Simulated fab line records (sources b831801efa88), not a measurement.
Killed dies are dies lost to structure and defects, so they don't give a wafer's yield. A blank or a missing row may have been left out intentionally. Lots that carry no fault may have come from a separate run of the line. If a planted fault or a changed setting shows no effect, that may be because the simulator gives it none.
Which tool is to blame?	flow sky130	Sampling: 10 lots, 30 wafers, 4 of 708 route steps

== WHAT THE GAUGES READ, wafer by wafer ==
SKY_VIA2_CD_MEAS_12 targets a cd of 200 nm.
lot	measured	on	cdNm (nm)
L185	day 35 22:44	cdSem-02	198.5 198.2 198.3
L188	day 36 21:58	cdSem-02	200.3 199.7 200.0
L190	day 38 23:21	cdSem-01	200.5 201.2 199.6
L192	day 39 00:43	cdSem-01	199.2 197.7 198.8
L193	day 39 03:25	cdSem-01	199.3 200.7 199.8
L195	day 39 05:13	cdSem-01	199.7 199.0 200.4
L198	day 40 05:17	cdSem-02	201.2 201.2 201.1
L206	day 43 06:24	cdSem-02	198.2 198.5 199.7
L207	day 43 06:43	cdSem-01	198.3 199.8 199.4
L208	day 43 23:46	cdSem-01	198.1 199.7 200.8

== EACH LOT AND THE TOOL THAT RAN IT (in order: tool; ch and the chambers of the sampled wafers; start) ==
lot	SKY_METAL2_ETCH_18	SKY_METAL2_STRIP_20	SKY_VIA2_CMP_02
L185	rieMetal-01 ch 0,1, day 34 19:28	plasmaAsher-01 ch 0,1, day 34 19:37	cmp-01 ch 0,1,2, day 34 20:23
L188	rieMetal-01 ch 0, day 35 19:07	plasmaAsher-03 ch 0,1, day 35 19:25	cmp-01 ch 0,1, day 35 20:14
L190	rieMetal-03 ch 0,1, day 37 20:32	plasmaAsher-01 ch 0,1, day 37 20:41	cmp-02 ch 1,2, day 37 21:33
L192	rieMetal-02 ch 0,1, day 37 22:12	plasmaAsher-03 ch 0,1, day 37 22:22	cmp-01 ch 0,1,2, day 37 23:08
L193	rieMetal-01 ch 0,1, day 38 00:29	plasmaAsher-03 ch 0,1, day 38 00:38	cmp-01 ch 0,1, day 38 01:25
L195	rieMetal-02 ch 0,1, day 38 02:40	plasmaAsher-03 ch 0,1, day 38 02:49	cmp-01 ch 1,3, day 38 03:35
L198	rieMetal-01 ch 0,1, day 39 04:01	plasmaAsher-02 ch 1, day 39 04:10	cmp-01 ch 0,1,2, day 39 04:58
L206	rieMetal-01 ch 0,1, day 42 04:52	plasmaAsher-03 ch 0,1, day 42 05:02	cmp-01 ch 0,2,3, day 42 08:32
L207	rieMetal-02 ch 0,1, day 42 05:12	plasmaAsher-02 ch 0, day 42 05:21	cmp-02 ch 2,3, day 42 08:47
L208	rieMetal-01 ch 0,1, day 42 23:47	plasmaAsher-03 ch 0,1, day 42 23:56	cmp-01 ch 0,2,3, day 43 00:45
- SKY_METAL2_ETCH_18: etches BARC in N2/H2, stops on SiO2, time 45.9 s, target depth 60 nm.
- SKY_METAL2_STRIP_20: strips in O2/N2.
- SKY_VIA2_CMP_02: polishes SiO2.

== THE ANSWER, worked out from the rows above alone ==
Rule: usual is defined by the lots themselves. Put in order of their means at a reading, lots are off if they are a third of the lots or fewer, leave a main group of 4 or more, and stand apart from it by a gap of 3 or more times the standard deviation of the main group's means; of several such gaps the widest counts. A main group whose means are all the same, to the digits that the tables above print for the reading, isn't used. A lot without any number at a reading at which 4 lots or more have one is off too. Any other lot the step has rows for is counted as sound.
None of the lots is off at any reading shown; this tells nothing.

== WHAT THE SIMULATOR HAD PUT IN ==
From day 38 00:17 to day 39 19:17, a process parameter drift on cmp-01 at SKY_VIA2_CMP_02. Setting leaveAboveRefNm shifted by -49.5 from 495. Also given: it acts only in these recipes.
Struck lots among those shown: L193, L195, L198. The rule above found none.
